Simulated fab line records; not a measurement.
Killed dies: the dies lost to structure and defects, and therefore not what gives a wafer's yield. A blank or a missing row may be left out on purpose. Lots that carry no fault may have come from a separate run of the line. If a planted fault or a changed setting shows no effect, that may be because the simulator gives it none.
Lot-split experiment || flow sfq line || on a route of 325 steps: 5 lots, 23 wafers read

## THE SPLIT ITSELF
At SFQ_TRILAYER_C5_LITHO_EXPOSE_152 (exposes mask C5, target cd 500 nm), the setting dose mj was moved away from the recipe's 21.3 on 8 of the 23 wafers read, by -5.9% to +5.4%. For the rest of the wafers, this setting stayed at what the recipe calls for.

## FROM THE SPLIT TO THE READING: what the file shows between them, 2 steps
- SFQ_TRILAYER_C5_LITHO_PEB_154: peb time 60 s
- SFQ_TRILAYER_C5_LITHO_DEVELOP_153: time 60 s

## THE READING
C5.cd nm (the simulator's own value, which no gauge read), in nm, at SFQ_TRILAYER_C5_BARC_OPEN_VIA_ETCH_210 (etches BARC in O2, target depth 125 nm, time 41.7 s). There is no usual value for it anywhere in the file. Average 517.8 nm, standard deviation 1.3 nm, over the 15 wafers here run with the recipe.

{"wafer": "L075.1", "tool, chamber at the split": "krf scanner-02, 0", "dose mj as run": 21.3, "against the recipe": "recipe", "C5.cd nm, nm": 517.4, "against lot-mates on the recipe": "-"}
{"wafer": "L075.3", "tool, chamber at the split": "krf scanner-02, 0", "dose mj as run": 21.3, "against the recipe": "recipe", "C5.cd nm, nm": 518.1, "against lot-mates on the recipe": "-"}
{"wafer": "L075.6", "tool, chamber at the split": "krf scanner-02, 0", "dose mj as run": 21.3, "against the recipe": "recipe", "C5.cd nm, nm": 517.3, "against lot-mates on the recipe": "-"}
{"wafer": "L076.1", "tool, chamber at the split": "krf scanner-02, 0", "dose mj as run": 20.89, "against the recipe": "-1.9%", "C5.cd nm, nm": 514.7, "against lot-mates on the recipe": -5.5}
{"wafer": "L076.2", "tool, chamber at the split": "krf scanner-02, 0", "dose mj as run": 21.3, "against the recipe": "recipe", "C5.cd nm, nm": 519.2, "against lot-mates on the recipe": "-"}
{"wafer": "L076.3", "tool, chamber at the split": "krf scanner-02, 0", "dose mj as run": 20.89, "against the recipe": "-1.9%", "C5.cd nm, nm": 515.8, "against lot-mates on the recipe": -4.4}
{"wafer": "L076.4", "tool, chamber at the split": "krf scanner-02, 0", "dose mj as run": 21.3, "against the recipe": "recipe", "C5.cd nm, nm": 521.2, "against lot-mates on the recipe": "-"}
{"wafer": "L076.5", "tool, chamber at the split": "krf scanner-02, 0", "dose mj as run": 20.89, "against the recipe": "-1.9%", "C5.cd nm, nm": 516.1, "against lot-mates on the recipe": -4.1}
{"wafer": "L079.1", "tool, chamber at the split": "krf scanner-02, 0", "dose mj as run": 20.05, "against the recipe": "-5.9%", "C5.cd nm, nm": 506.5, "against lot-mates on the recipe": -10.8}
{"wafer": "L079.2", "tool, chamber at the split": "krf scanner-02, 0", "dose mj as run": 21.3, "against the recipe": "recipe", "C5.cd nm, nm": 517.8, "against lot-mates on the recipe": "-"}
{"wafer": "L079.4", "tool, chamber at the split": "krf scanner-02, 0", "dose mj as run": 20.05, "against the recipe": "-5.9%", "C5.cd nm, nm": 507, "against lot-mates on the recipe": -10.3}
{"wafer": "L079.5", "tool, chamber at the split": "krf scanner-02, 0", "dose mj as run": 20.05, "against the recipe": "-5.9%", "C5.cd nm, nm": 508, "against lot-mates on the recipe": -9.3}
{"wafer": "L079.6", "tool, chamber at the split": "krf scanner-02, 0", "dose mj as run": 21.3, "against the recipe": "recipe", "C5.cd nm, nm": 516.8, "against lot-mates on the recipe": "-"}
{"wafer": "L082.1", "tool, chamber at the split": "krf scanner-02, 0", "dose mj as run": 22.46, "against the recipe": "+5.4%", "C5.cd nm, nm": 524.9, "against lot-mates on the recipe": "+8.7"}
{"wafer": "L082.3", "tool, chamber at the split": "krf scanner-02, 0", "dose mj as run": 21.3, "against the recipe": "recipe", "C5.cd nm, nm": 516.3, "against lot-mates on the recipe": "-"}
{"wafer": "L082.6", "tool, chamber at the split": "krf scanner-02, 0", "dose mj as run": 21.3, "against the recipe": "recipe", "C5.cd nm, nm": 516.3, "against lot-mates on the recipe": "-"}
{"wafer": "L082.4", "tool, chamber at the split": "krf scanner-02, 0", "dose mj as run": 22.46, "against the recipe": "+5.4%", "C5.cd nm, nm": 526.2, "against lot-mates on the recipe": "+10.0"}
{"wafer": "L082.5", "tool, chamber at the split": "krf scanner-02, 0", "dose mj as run": 21.3, "against the recipe": "recipe", "C5.cd nm, nm": 516, "against lot-mates on the recipe": "-"}
{"wafer": "L085.1", "tool, chamber at the split": "krf scanner-02, 0", "dose mj as run": 21.3, "against the recipe": "recipe", "C5.cd nm, nm": 518.2, "against lot-mates on the recipe": "-"}
{"wafer": "L085.3", "tool, chamber at the split": "krf scanner-02, 0", "dose mj as run": 21.3, "against the recipe": "recipe", "C5.cd nm, nm": 519.1, "against lot-mates on the recipe": "-"}
{"wafer": "L085.4", "tool, chamber at the split": "krf scanner-02, 0", "dose mj as run": 21.3, "against the recipe": "recipe", "C5.cd nm, nm": 518, "against lot-mates on the recipe": "-"}
{"wafer": "L085.5", "tool, chamber at the split": "krf scanner-02, 0", "dose mj as run": 21.3, "against the recipe": "recipe", "C5.cd nm, nm": 517.8, "against lot-mates on the recipe": "-"}
{"wafer": "L085.6", "tool, chamber at the split": "krf scanner-02, 0", "dose mj as run": 21.3, "against the recipe": "recipe", "C5.cd nm, nm": 517.9, "against lot-mates on the recipe": "-"}

THE FIT
A straight line over all 23 wafers: C5.cd nm changes by +1.63 nm for each +1% of dose mj; r = +0.96; the points scatter about the line by 1.3 nm.
The same after taking each lot's own level away (the mean of its wafers on the recipe; 23 wafers): +1.76 nm for each +1%; r = +0.99; scatter 0.75 nm.
On that fit, the largest move of dose mj shifts the reading by 10 nm.
The lots' own levels span 516.20 to 520.20 nm, that is 3.1 times the standard deviation above.
Consequently the slope shifts little with the lot-to-lot level, the two slopes agreeing.
Check: for one of the wafers moved furthest among these (-5.9%), held out of the fit, the line's prediction against its lot-mates is -10.4 nm. It came out at -10.8 nm against them.

## THESE WAFERS: OTHER SPLITS
Note: prior to the reading, these wafers also went through further splits. Each is held against what the fit with the lots' levels taken away leaves over:
{"other split on the same wafers": "SFQ_TRILAYER_I4_VIA_LITHO_PEB_106 peb time s", "wafers away from the commonest value": 9, "r with C5.cd nm (lot level and that fit taken away)": "+0.00"}
{"other split on the same wafers": "SFQ_TRILAYER_JJ_TRILAYER_DEP_SPUTTER_110 time s", "wafers away from the commonest value": 5, "r with C5.cd nm (lot level and that fit taken away)": "+0.19"}
{"other split on the same wafers": "SFQ_TRILAYER_JJ_CE_LITHO_COAT_114 resist thk nm", "wafers away from the commonest value": 9, "r with C5.cd nm (lot level and that fit taken away)": "+0.15"}
{"other split on the same wafers": "SFQ_TRILAYER_M5_LITHO_PEB_126 peb temp c", "wafers away from the commonest value": 6, "r with C5.cd nm (lot level and that fit taken away)": "+0.41"}
{"other split on the same wafers": "SFQ_TRILAYER_R5_LITHO_COAT_141 resist thk nm", "wafers away from the commonest value": 5, "r with C5.cd nm (lot level and that fit taken away)": -0.01}
{"other split on the same wafers": "SFQ_TRILAYER_I5_LITHO_EXPOSE_145 dose mj", "wafers away from the commonest value": 10, "r with C5.cd nm (lot level and that fit taken away)": "+0.23"}

## THE FILE'S OWN FIT
C5.cd nm changes by +1.76 nm for each +1% of dose mj, r = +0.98.
